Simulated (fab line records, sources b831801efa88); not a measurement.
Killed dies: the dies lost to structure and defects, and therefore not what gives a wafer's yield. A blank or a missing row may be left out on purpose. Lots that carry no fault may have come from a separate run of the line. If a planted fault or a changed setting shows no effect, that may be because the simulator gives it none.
Tool commonality check | flow gf180mcu | 13 lots and 39 wafers in the sample

== REASON IT WAS OPENED ==
Flagged at GF_NSD_CD_MEAS_07: reading cd_nm, on 4 of 13 lots. No-fault wafers: 400.8 nm, standard deviation 1.9.
Rule: a lot gets a flag if all its wafers with a number sit over 4 standard deviations from that mean, or if no wafer of it has a number. The rest of the lots are taken to be sound.

lot  | measured     | on        | cd_nm (nm), wafer by wafer | flag
L551 | day 14 02:21 | cd_sem-01 | 399.4 401.4 401.0          |
L552 | day 14 07:29 | cd_sem-02 | 401.6 401.8 400.4          |
L554 | day 15 00:21 | cd_sem-02 | 401.4 399.2 401.1          |
L556 | day 15 17:18 | cd_sem-02 | 402.5 403.9 403.5          |
L557 | day 16 00:34 | cd_sem-02 | 400.8 398.9 399.8          |
L560 | day 17 01:22 | cd_sem-02 | 390.0 388.5 389.1          | FLAGGED
L561 | day 17 04:37 | cd_sem-02 | 398.8 400.2 401.3          |
L562 | day 17 22:53 | cd_sem-01 | 389.4 387.2 386.8          | FLAGGED
L564 | day 18 10:48 | cd_sem-02 | 387.6 388.8 388.7          | FLAGGED
L566 | day 19 06:18 | cd_sem-01 | 391.4 392.4 391.7          | FLAGGED
L570 | day 20 13:34 | cd_sem-01 | 401.6 402.0 400.7          |
L572 | day 21 01:51 | cd_sem-01 | 403.0 402.8 402.8          |
L574 | day 21 18:51 | cd_sem-01 | 400.9 400.1 400.1          |
Average over the flagged lots: 389.3 nm; offset from the usual -11.5 nm, equal to -6 standard deviations.

== TOOL THAT RAN EACH LOT ==
The record holds 2 process steps before the reading, out of a route of 602 steps. Cell contents, in order: the tool; ch with the chambers the sampled wafers went through; the start.
lot  | flag    | GF_POLY_GATE_ETCH_13             | GF_NSD_EXPOSE_04
L551 |         | rie_si-02 ch 0,1,3, day 9 16:03  | iline_stepper-01 ch 0, day 13 15:59
L552 |         | rie_si-02 ch 1,2, day 9 22:20    | iline_stepper-02 ch 0, day 13 20:47
L554 |         | rie_si-02 ch 1,2,3, day 10 11:43 | iline_stepper-02 ch 0, day 14 13:57
L556 |         | rie_si-01 ch 0,1,2, day 11 03:03 | iline_stepper-02 ch 0, day 15 07:02
L557 |         | rie_si-02 ch 0,1,2, day 11 08:43 | iline_stepper-01 ch 0, day 15 13:23
L560 | FLAGGED | rie_si-01 ch 0,1, day 12 08:40   | iline_stepper-01 ch 0, day 16 14:15
L561 |         | rie_si-01 ch 0,1,2, day 12 10:21 | iline_stepper-02 ch 0, day 16 17:41
L562 | FLAGGED | rie_si-02 ch 0,3, day 13 00:55   | iline_stepper-01 ch 0, day 17 10:39
L564 | FLAGGED | rie_si-02 ch 1,2, day 13 10:28   | iline_stepper-01 ch 0, day 17 23:23
L566 | FLAGGED | rie_si-02 ch 0,1,2, day 14 04:01 | iline_stepper-01 ch 0, day 18 18:09
L570 |         | rie_si-01 ch 0,2,3, day 15 07:01 | iline_stepper-02 ch 0, day 20 01:18
L572 |         | rie_si-01 ch 1,2, day 15 18:30   | iline_stepper-02 ch 0, day 20 13:37
L574 |         | rie_si-02 ch 1,2,3, day 16 10:52 | iline_stepper-02 ch 0, day 21 07:23
What the steps here do:
- GF_POLY_GATE_ETCH_13: etches poly-Si in HBr/Cl2, stops on SiO2, target depth 198.5 nm, time 69.6 s.
- GF_NSD_EXPOSE_04: exposes mask Nplus, target cd 400 nm.
- GF_NSD_CD_MEAS_07: target cd 400 nm.

== FLAGGED AGAINST TOTAL, ONE TOOL AT A TIME (gauges that did the reading follow at the end) ==
step                 | tool             | lots run | flagged | share of the flagged lots | sound lots run after its first flagged lot
GF_POLY_GATE_ETCH_13 | rie_si-01        | 5        | 1       | some                      | 3 (L561,L570,L572)
GF_POLY_GATE_ETCH_13 | rie_si-02        | 8        | 3       | some                      | 1 (L574)
GF_NSD_EXPOSE_04     | iline_stepper-01 | 6        | 4       | all                       | 0
GF_NSD_EXPOSE_04     | iline_stepper-02 | 7        | 0       | none                      | -
GF_NSD_CD_MEAS_07    | cd_sem-01        | 6        | 2       | some                      | 3 (L570,L572,L574)
GF_NSD_CD_MEAS_07    | cd_sem-02        | 7        | 2       | some                      | 1 (L561)

== WHAT IS ALLOWED BY THE TABLE ==
All flagged lots share 1 row of the table, namely iline_stepper-01 at GF_NSD_EXPOSE_04.
- iline_stepper-01 at GF_NSD_EXPOSE_04: 4 of its 6 lots flagged. A fault beginning between L557 (day 15 13:23), its last sound lot, and L560 (day 16 14:15), its first flagged one, fits the data. Its own readings (exposure_dose_mJ_cm2) fall more than 4 standard deviations out on all wafers of the flagged lots.
Just one tool remains: iline_stepper-01 at GF_NSD_EXPOSE_04.

== WHAT THE SIMULATOR PUT IN ==
Drift in process parameters on iline_stepper-01 at GF_NSD_EXPOSE_04, starting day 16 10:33. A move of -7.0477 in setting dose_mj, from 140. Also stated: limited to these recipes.
Lots struck among those shown: L560, L562, L564, L566. The rule above reached the same finding.
